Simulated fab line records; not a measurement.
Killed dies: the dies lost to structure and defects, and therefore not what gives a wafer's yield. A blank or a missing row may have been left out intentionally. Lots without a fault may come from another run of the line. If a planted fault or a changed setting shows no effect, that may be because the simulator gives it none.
Which tool is to blame?    flow sky130    Sampling: 12 lots, 36 wafers, 2 of 708 route steps

## WHAT THE GAUGES READ, wafer by wafer
SKY_VIA3_RS_MEAS_22: measures by four-point-probe.
lot   measured      on             VIA3_W_RS (ohm/sq)
L991  day 39 19:29  film metro-03  0.2900 0.2946 0.2914
L992  day 39 21:31  film metro-03  0.2903 0.2927 0.2892
L993  day 40 07:53  film metro-03  0.2858 0.2906 0.2907
L995  day 41 10:54  film metro-04  0.2973 0.2944 0.2927
L102  day 43 06:05  film metro-03  0.2901 0.2899 0.2874
L103  day 43 20:09  film metro-01  0.2906 0.2901 0.2911
L104  day 44 11:55  film metro-04  0.2925 0.2906 0.2909
L106  day 44 17:20  film metro-04  0.2912 0.2893 0.2884
L107  day 44 18:35  film metro-03  0.2938 0.2961 0.2941
L108  day 44 18:59  film metro-03  0.2893 0.2952 0.2925
L111  day 45 04:34  film metro-03  0.2930 0.2936 0.2938
L113  day 46 02:14  film metro-04  0.2917 0.3017 0.2894

## TOOL THAT RAN EACH LOT (tool first, then ch and the chambers of the sampled wafers, then the start)
lot   SKY_VIA3_SPUTTER_20
L991  pvd sputter-03, day 39 19:17
L992  pvd sputter-01, day 39 21:20
L993  pvd sputter-03, day 40 07:41
L995  pvd sputter-03, day 41 10:43
L102  pvd sputter-01, day 43 05:53
L103  pvd sputter-01, day 43 19:57
L104  pvd sputter-01, day 44 11:42
L106  pvd sputter-02, day 44 17:09
L107  pvd sputter-03, day 44 18:23
L108  pvd sputter-02, day 44 18:48
L111  pvd sputter-03, day 45 04:22
L113  pvd sputter-03, day 46 02:01
- SKY_VIA3_SPUTTER_20: material TiN, target thk 20 nm, time 80 s.

## AS READ BY THE TOOLS THEMSELVES (means over the sampled wafers that have a number; for cases with no such wafer, the mark the record gives instead)
SKY_VIA3_SPUTTER_20.
lot   tool            throttle valve pct (%)
L991  pvd sputter-03  30.4
L992  pvd sputter-01  30.0
L993  pvd sputter-03  30.7
L995  pvd sputter-03  30.8
L102  pvd sputter-01  30.1
L103  pvd sputter-01  29.6
L104  pvd sputter-01  30.3
L106  pvd sputter-02  30.1
L107  pvd sputter-03  30.5
L108  pvd sputter-02  29.9
L111  pvd sputter-03  31.0
L113  pvd sputter-03  30.7

## THE ANSWER, worked out from the rows above alone
Rule: usual is defined by the lots themselves. The widest of any qualifying gaps counts: lots, ordered by their means at a reading, are off when they make up no more than a third of the lots, leave a main group of 4 or more, and stand apart from it by 3 or more times the standard deviation of that group's means. A main group whose means are all the same, to the digits that the tables above print for the reading, isn't used. A lot without any number at a reading at which 4 lots or more have one is off too. All remaining lots with rows at the step are treated as sound. After the gauges, taken in route order, come the tools' own readings; for these a lot's mean is taken, as printed above. The first step at which some lot is off is used, and at that step the reading that is off furthest; a lot without a number counts as furthest.
No lot is off at any reading shown: from this, nothing can be told.

## WHAT THE SIMULATOR HAD INSERTED
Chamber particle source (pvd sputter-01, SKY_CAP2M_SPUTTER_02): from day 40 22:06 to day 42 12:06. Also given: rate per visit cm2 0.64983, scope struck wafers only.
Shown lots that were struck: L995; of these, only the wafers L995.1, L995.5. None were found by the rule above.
